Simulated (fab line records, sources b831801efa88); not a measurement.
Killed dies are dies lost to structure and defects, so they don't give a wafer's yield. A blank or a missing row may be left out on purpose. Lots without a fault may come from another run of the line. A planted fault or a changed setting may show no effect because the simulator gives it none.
Which tool did it? | flow gf180mcu | 12 lots, 36 wafers sampled, at 3 steps of a route of 602

WHAT THE GAUGES READ, wafer by wafer
GF_PSD_RS_MEAS_14: measures by four-point-probe. Usual: NSD_RS 46.10 ohm/sq, standard deviation 0.083.
lot  | measured     | on            | NSD_RS (ohm/sq)   | flag
L310 | day 14 01:01 | film_metro-03 | 46.09 46.20 46.03 |
L311 | day 14 07:14 | film_metro-01 | 46.17 46.09 46.14 |
L312 | day 14 19:05 | film_metro-03 | 46.04 46.09 46.02 |
L313 | day 14 23:32 | film_metro-03 | 46.14 46.11 46.07 |
L314 | day 15 09:01 | film_metro-03 | 46.19 45.90 46.17 |
L315 | day 15 17:41 | film_metro-01 | 46.03 46.12 46.17 |
L316 | day 16 10:02 | film_metro-03 | 46.21 46.21 46.14 |
L322 | day 18 15:20 | film_metro-03 | 42.61 42.60 42.68 | OFF
L324 | day 19 15:52 | film_metro-01 | 42.57 42.66 42.69 | OFF
L328 | day 20 21:10 | film_metro-02 | 46.08 45.91 46.06 |
L329 | day 21 05:18 | film_metro-02 | 46.14 46.06 46.19 |
L333 | day 22 03:20 | film_metro-01 | 46.10 46.03 46.10 |

GF_PSD_RS_MEAS_15: measures by four-point-probe. Usual: PSD_RS 108.53 ohm/sq, standard deviation 0.29.
lot  | measured     | on            | PSD_RS (ohm/sq)      | flag
L310 | day 14 01:08 | film_metro-03 | 108.66 108.05 108.44 |
L311 | day 14 07:21 | film_metro-01 | 108.55 108.54 108.66 |
L312 | day 14 19:13 | film_metro-03 | 108.20 108.49 108.70 |
L313 | day 14 23:40 | film_metro-03 | 108.44 108.63 108.64 |
L314 | day 15 09:08 | film_metro-03 | 108.48 108.52 108.40 |
L315 | day 15 17:49 | film_metro-01 | 108.71 108.38 108.79 |
L316 | day 16 10:09 | film_metro-03 | 108.94 108.29 108.80 |
L322 | day 18 15:28 | film_metro-03 | 98.30 98.98 98.48    | OFF
L324 | day 19 15:59 | film_metro-01 | 98.90 98.73 98.89    | OFF
L328 | day 20 21:17 | film_metro-02 | 108.70 108.49 108.34 |
L329 | day 21 05:25 | film_metro-02 | 108.82 108.80 108.82 |
L333 | day 22 03:27 | film_metro-01 | 108.45 108.19 108.61 |

WHICH TOOL RAN EACH LOT (tool, then ch and the chambers of the sampled wafers, then the start)
lot  | GF_PSD_RTA_13
L310 | rtp_anneal-02 ch 0, day 14 00:56
L311 | rtp_anneal-02 ch 0, day 14 07:08
L312 | rtp_anneal-02 ch 0, day 14 19:00
L313 | rtp_anneal-01 ch 0, day 14 23:28
L314 | rtp_anneal-02 ch 0, day 15 08:55
L315 | rtp_anneal-02 ch 0, day 15 17:36
L316 | rtp_anneal-01 ch 0, day 16 09:56
L322 | rtp_anneal-01 ch 0, day 18 15:15
L324 | rtp_anneal-01 ch 0, day 19 15:46
L328 | rtp_anneal-02 ch 0, day 20 21:05
L329 | rtp_anneal-02 ch 0, day 21 05:12
L333 | rtp_anneal-02 ch 0, day 22 03:14
- GF_PSD_RTA_13: time 20 s.

WHAT THE TOOLS THEMSELVES READ (means of the sampled wafers that have a number; where no wafer has one, the mark that the record gives instead)
GF_PSD_RTA_13. Usual: lamp_power_pct 35.5 %, standard deviation 1.1; wafer_temp_C_max 1028.8, standard deviation 1.1.
lot  | tool          | lamp_power_pct (%) | wafer_temp_C_max | flag
L310 | rtp_anneal-02 | 36.5               | 1028.3           |
L311 | rtp_anneal-02 | 36.5               | 1028.7           |
L312 | rtp_anneal-02 | 36.5               | 1028.1           |
L313 | rtp_anneal-01 | 34.2               | 1030.0           |
L314 | rtp_anneal-02 | 36.5               | 1028.5           |
L315 | rtp_anneal-02 | 36.5               | 1028.7           |
L316 | rtp_anneal-01 | 34.2               | 1029.3           |
L322 | rtp_anneal-01 | 34.2               | 1029.1           |
L324 | rtp_anneal-01 | 34.2               | 1029.5           |
L328 | rtp_anneal-02 | 36.5               | 1027.7           |
L329 | rtp_anneal-02 | 36.5               | 1028.0           |
L333 | rtp_anneal-02 | 36.5               | 1027.8           |

THE ANSWER, worked out from the rows above alone
Rule: a lot is off if the mean of its wafers that have a number lies more than 3 standard deviations from the usual mean. A lot without any number at a reading at which 4 lots or more have one is off too. The other lots that the step has rows for count as sound. The gauges are gone through in route order, then the tools' own readings, and for those a lot's mean is taken as printed above. The first step at which some lot is off is used, and at that step the reading that is off furthest; a lot without a number counts as furthest.
Off: L322, L324, at GF_PSD_RS_MEAS_14 (NSD_RS).
A tool fits if, at a process step before that reading, it ran every lot that is off, and no sound lot after the first of them. The gauges at GF_PSD_RS_MEAS_14 are tried like those tools. One fits: rtp_anneal-01 at GF_PSD_RTA_13. Its last sound lot is L316 (day 16 09:56), its first lot that is off L322 (day 18 15:15): a fault that began between those two fits.

WHAT THE SIMULATOR HAD PUT IN
Process parameter drift: rtp_anneal-01, from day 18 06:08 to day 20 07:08, at GF_PSD_RTA_13. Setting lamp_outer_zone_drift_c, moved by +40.
Lots struck among those shown: L322, L324. The rule above found the same.
